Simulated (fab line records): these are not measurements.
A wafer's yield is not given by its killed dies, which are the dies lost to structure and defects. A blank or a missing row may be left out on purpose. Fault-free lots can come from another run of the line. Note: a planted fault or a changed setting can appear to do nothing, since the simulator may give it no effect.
Split-lot trial -- flow sfqLine -- on a route of 325 steps: 5 lots, 23 wafers read

## ON THE SPLIT
At SFQ_TRILAYER_I1_VIA_BARC_OPEN_VIA_ETCH_071 (etches BARC in O2, target depth 125 nm, time 41.7 s), the setting timeS was moved away from the recipe's 41.7 s on 6 of the 23 wafers read, by -11.9% to +10.0%. All remaining wafers had this setting at the recipe value.

The split's own step is where the reading is taken.

## THE READING
oesProductAu, in a.u., at SFQ_TRILAYER_I1_VIA_BARC_OPEN_VIA_ETCH_071 (etches BARC in O2, target depth 125 nm, time 41.7 s). A value of 0.685 a.u. with a standard deviation of 0.0049 a.u. is what fault-free wafers of this fab line usually give.

wafer,"tool, chamber at the split","timeS as run, s",against the recipe,"oesProductAu, a.u.",against lot-mates on the recipe
L076.1,"rieDiel-01, 1",41.7,recipe,0.688,-
L076.2,"rieDiel-01, 2",41.7,recipe,0.677,-
L076.3,"rieDiel-01, 0",41.7,recipe,0.680,-
L076.5,"rieDiel-01, 3",41.7,recipe,0.681,-
L076.6,"rieDiel-01, 2",41.7,recipe,0.684,-
L077.1,"rieDiel-01, 3",41.7,recipe,0.687,-
L077.3,"rieDiel-01, 1",36.75,-11.9%,0.731,+0.045
L077.4,"rieDiel-01, 0",36.75,-11.9%,0.723,+0.037
L077.5,"rieDiel-01, 0",41.7,recipe,0.685,-
L077.6,"rieDiel-01, 1",36.75,-11.9%,0.720,+0.034
L079.1,"rieDiel-04, 2",41.7,recipe,0.689,-
L079.3,"rieDiel-04, 3",45.89,+10.0%,0.672,-0.018
L079.4,"rieDiel-04, 1",45.89,+10.0%,0.672,-0.018
L079.5,"rieDiel-04, 0",41.7,recipe,0.692,-
L079.6,"rieDiel-04, 1",45.89,+10.0%,0.676,-0.014
L081.1,"rieDiel-02, 2",41.7,recipe,0.689,-
L081.3,"rieDiel-02, 0",41.7,recipe,0.689,-
L081.4,"rieDiel-02, 1",41.7,recipe,0.688,-
L083.1,"rieDiel-01, 0",41.7,recipe,0.692,-
L083.2,"rieDiel-01, 3",41.7,recipe,0.685,-
L083.3,"rieDiel-01, 1",41.7,recipe,0.675,-
L083.4,"rieDiel-01, 2",41.7,recipe,0.680,-
L083.6,"rieDiel-01, 1",41.7,recipe,0.683,-

THE FIT
A straight line over all 23 wafers: oesProductAu changes by -0.00241 a.u. for each +1% of timeS; r = -0.89; the points scatter about the line by 0.0073 a.u.
The same after taking each lot's own level away (the mean of its wafers on the recipe; 23 wafers): -0.00259 a.u. for each +1%; r = -0.94; scatter 0.0055 a.u.
According to that fit, moving timeS by its largest amount changes the reading by 0.031 a.u.
Across the lots, their own levels run from 0.6820 to 0.6905 a.u., a range of 1.7 times the standard deviation given above.
So the lot-to-lot level changes the slope little: the two slopes agree.
Check: +0.0294 a.u. against its lot-mates is what the line predicts for one of the wafers moved furthest among these (-11.9%) when that wafer is left out of the fit. Against them it came out at +0.045 a.u.
Tool readings at the split's step, against how far the setting was moved: oesProductAu r = -0.89.

## OTHER SPLITS APPLIED TO THESE WAFERS
Other splits were also applied to these wafers ahead of the reading. Each is held against what the fit with the lots' levels taken away leaves over:
other split on the same wafers,wafers away from the commonest value,r with oesProductAu (lot level and that fit taken away)
SFQ_TRILAYER_M1_LITHO_COAT_039 resistThkNm,7,+0.14
SFQ_TRILAYER_I1_CMP_CMP_046 leaveAboveRefNm,9,-0.54
SFQ_TRILAYER_I1_VIA_LITHO_COAT_049 resistThkNm,5,+0.35

## FILE'S OWN FIT
oesProductAu changes by -0.0026 a.u. for each +1% of timeS, r = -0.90.
